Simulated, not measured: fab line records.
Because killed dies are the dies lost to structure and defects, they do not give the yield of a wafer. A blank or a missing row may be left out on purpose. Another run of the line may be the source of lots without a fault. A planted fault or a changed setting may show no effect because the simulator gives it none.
Split-lot experiment ; flow sky130 ; 5 lots, 23 wafers read, on a route of 708 steps

== THE SPLIT ITSELF ==
At SKY_METAL1_SPUTTER_04 (material TiN, target thk 70 nm, time 58.3 s), the setting time-s was moved away from the recipe's 58.3 s on 8 of the 23 wafers read, by +9.7% to +13.3%. The other wafers ran this setting at the recipe's value.

The reading comes from the split's own step.

== THE READING ==
TiN_of_METAL1_SPUTTER_04.thk-nm (the simulator's own value, which no gauge read), in nm, at SKY_METAL1_SPUTTER_04 (material TiN, target thk 70 nm, time 58.3 s). The file does not state a usual value for it. Average 69.21 nm, standard deviation 0.85 nm, over the 15 wafers here run with the recipe.

wafer;tool, chamber at the split;time-s as run, s;against the recipe;TiN_of_METAL1_SPUTTER_04.thk-nm, nm;against lot-mates on the recipe
L074.1;pvd-sputter-04, -;58.3;recipe;69.1;-
L074.4;pvd-sputter-04, -;58.3;recipe;67.9;-
L074.6;pvd-sputter-04, -;58.3;recipe;68.7;-
L077.1;pvd-sputter-01, -;58.3;recipe;69.13;-
L077.2;pvd-sputter-01, -;58.3;recipe;67.69;-
L077.3;pvd-sputter-01, -;58.3;recipe;69.58;-
L077.4;pvd-sputter-01, -;58.3;recipe;70.08;-
L077.5;pvd-sputter-01, -;58.3;recipe;67.98;-
L081.1;pvd-sputter-02, -;66.04;+13.3%;78.4;+8.82
L081.2;pvd-sputter-02, -;58.3;recipe;68.9;-
L081.4;pvd-sputter-02, -;58.3;recipe;70.26;-
L081.5;pvd-sputter-02, -;66.04;+13.3%;79.08;+9.50
L081.6;pvd-sputter-02, -;66.04;+13.3%;78.99;+9.41
L082.1;pvd-sputter-01, -;58.3;recipe;69.68;-
L082.2;pvd-sputter-01, -;58.3;recipe;70.12;-
L082.3;pvd-sputter-01, -;64.69;+11.0%;76.4;+6.27
L082.4;pvd-sputter-01, -;64.69;+11.0%;77.4;+7.27
L082.6;pvd-sputter-01, -;58.3;recipe;70.59;-
L084.1;pvd-sputter-04, -;63.96;+9.7%;76.12;+6.88
L084.3;pvd-sputter-04, -;58.3;recipe;69.17;-
L084.4;pvd-sputter-04, -;63.96;+9.7%;76.03;+6.78
L084.5;pvd-sputter-04, -;63.96;+9.7%;75.9;+6.66
L084.6;pvd-sputter-04, -;58.3;recipe;69.32;-

THE FIT
A straight line over all 23 wafers: TiN_of_METAL1_SPUTTER_04.thk-nm changes by +0.713 nm for each +1% of time-s; r = +0.98; the points scatter about the line by 0.75 nm.
The same after taking each lot's own level away (the mean of its wafers on the recipe; 23 wafers): +0.679 nm for each +1%; r = +0.99; scatter 0.63 nm.
On that fit, the largest move of time-s shifts the reading by 9 nm.
Measured against the standard deviation above, the lots' own levels, which go from 68.567 to 70.130 nm, span 1.8 times it.
Consequently the slope shifts little with the lot-to-lot level, the two slopes agreeing.
Check: +9.05 nm against its lot-mates is what the line predicts for one of the wafers moved furthest among these (+13.3%) when that wafer is left out of the fit. Against them it came out at +8.82 nm.

== FURTHER SPLITS ON THESE WAFERS ==
These wafers also went through other splits before the reading. Each is held against what the fit with the lots' levels taken away leaves over:
other split on the same wafers;wafers away from the commonest value;r with TiN_of_METAL1_SPUTTER_04.thk-nm (lot level and that fit taken away)
SKY_LI_CONTACT_HDPCVD_00 time-s;9;+0.22
SKY_LI_CONTACT_CMP_02 leave-above-ref-nm;8;-0.24
SKY_LI_CONTACT_ETCH_14 source-w;8;-0.19
SKY_LI_CONTACT_SPUTTER_20 power-w;10;-0.06
SKY_CONTACT_HDPCVD_02 time-s;5;+0.09
SKY_CONTACT_DEVELOP_13 dev-temp-c;11;+0.00

== THE FILE'S OWN FIT ==
TiN_of_METAL1_SPUTTER_04.thk-nm changes by +0.672 nm for each +1% of time-s, r = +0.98.
